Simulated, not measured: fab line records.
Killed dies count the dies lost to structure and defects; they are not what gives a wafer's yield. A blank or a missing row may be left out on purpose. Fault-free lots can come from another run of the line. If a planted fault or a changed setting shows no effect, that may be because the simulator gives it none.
8D (eight disciplines) problem report, filled in by code ; flow sfq-line ; the parts of the form that need people (team, actions taken, sign-off) are left out

1. WHAT IS WRONG
Mean M1_NB_RS at SFQ_M1_RS_MEAS_909: 0.545 ohm/sq over 2 wafers in 2 lots; fault-free wafers: 0.893 ohm/sq, standard deviation 0.0096. Measured from the usual mean, that is -36 standard deviations.
The step: measures by four-point-probe.
First seen on wafer L181.3, day 26 16:44, on film-metro-01. The record has a number at this step for 18 wafers belonging to 6 lots. The rule behind "out" and "out of limits": a value lying over 4 standard deviations away from the usual mean. The rest of the wafers with a number are treated as sound.

2. WHAT IT IS; WHAT IT IS NOT
question;is;is not
which readings at this step;M1_NB_RS;-
which lots;L181, L183;L161, L167, L171, L184
which wafers of those lots;L181.3, L183.4;L181.2, L181.5, L183.3, L183.5
read on which gauges;film-metro-01, film-metro-04;film-metro-02
when;from day 26 16:44;"up to then (11 sound wafers); but 5 sound wafers of L183, L184 came after"

3. WHAT RULES OUT EACH SUSPECT
Counting: if a tool at a process step up to the reading ran every lot that is out, it stays a suspect. Sound lots after the first of them don't rule it out here, since some wafers of a struck lot are sound.
- ruled out: the gauge at SFQ_M1_RS_MEAS_909. The wafers that are out were read on 2 gauges (film-metro-01, film-metro-04).
- rie-diel-01 at SFQ_TRILAYER_I0_VIA_ETCH_VIA_ETCH_034 (etches SiO2 in CHF3, stops on Nb, target depth 260 nm): kept. It processed each lot that is out (first: L181, day 26 15:43); up to then, its last sound lot is L167 (day 19 04:04).
- rie-metal-02 at SFQ_TRILAYER_I0_VIA_STRIP_STRIP_035 (strips in O2): kept. It processed each lot that is out (first: L181, day 26 15:49); up to then, its last sound lot is L171 (day 22 23:50).
- pvd-sputter-04 at SFQ_TRILAYER_M1_DEP_SPUTTER_037 (material Nb, target thk 200 nm, time 133.3 s): kept. It processed each lot that is out (first: L181, day 26 16:37); up to then, its last sound lot is L161 (day 17 10:20).
Still standing after the count: rie-diel-01 at SFQ_TRILAYER_I0_VIA_ETCH_VIA_ETCH_034, rie-metal-02 at SFQ_TRILAYER_I0_VIA_STRIP_STRIP_035, pvd-sputter-04 at SFQ_TRILAYER_M1_DEP_SPUTTER_037.

4. THE CAUSE (what the simulator had put in)
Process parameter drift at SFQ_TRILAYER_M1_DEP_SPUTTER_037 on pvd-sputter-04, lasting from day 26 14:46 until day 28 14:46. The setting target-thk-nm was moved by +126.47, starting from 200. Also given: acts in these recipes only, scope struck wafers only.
Counting left 3 suspects, and this tool is among them.

5. THE EFFECT CHAIN, in route order
Each row: a reading whose mean over the struck wafers that have a number lies more than 3 standard deviations from the usual. Readings are gone through only where the record gives a usual standard deviation; hours: the median, over the lots, of the time from a lot's start at the first step in this table giving one to that lot's start at this step; sigmas: the change measured in usual standard deviations.
hours;step;reading;usual;on struck wafers;change;sigmas
0;SFQ_M1_RS_MEAS_909;M1_NB_RS;0.893 ohm/sq;0.545;-0.348;-36
147;SFQ_TRILAYER_M1_ETCH_METAL_ETCH_042;oes-product-au;0.892 a.u.;0.996;+0.104;+15
Process steps it contains:
- SFQ_TRILAYER_M1_ETCH_METAL_ETCH_042: etches Nb in Cl2/Ar, stops on SiO2, target depth 240 nm, time 120 s.
Later steps that measure or inspect, where all struck wafers having a row at the step show a number for every such reading and not one has moved that far: SFQ_M1_OVL_MEAS_911, SFQ_I1_BOW_MEAS_912, SFQ_I1_OVL_MEAS_913, SFQ_M8_BOW_MEAS_951.

6. WHAT WOULD HAVE CAUGHT IT SOONER
The first out-of-limits reading at a measuring or inspecting step in this record came at day 26 16:44, 2 hours after the fault's start at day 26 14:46.
Of the tool readings at SFQ_TRILAYER_M1_DEP_SPUTTER_037 for which the record gives a usual standard deviation, none was out on any struck wafer, so an alarm limit of 4 standard deviations on them would not have fired.
L183, from the lots that are out (2), started SFQ_TRILAYER_M1_DEP_SPUTTER_037 on pvd-sputter-04 later than day 26 16:44. A hold on the tool at that time would have spared it.
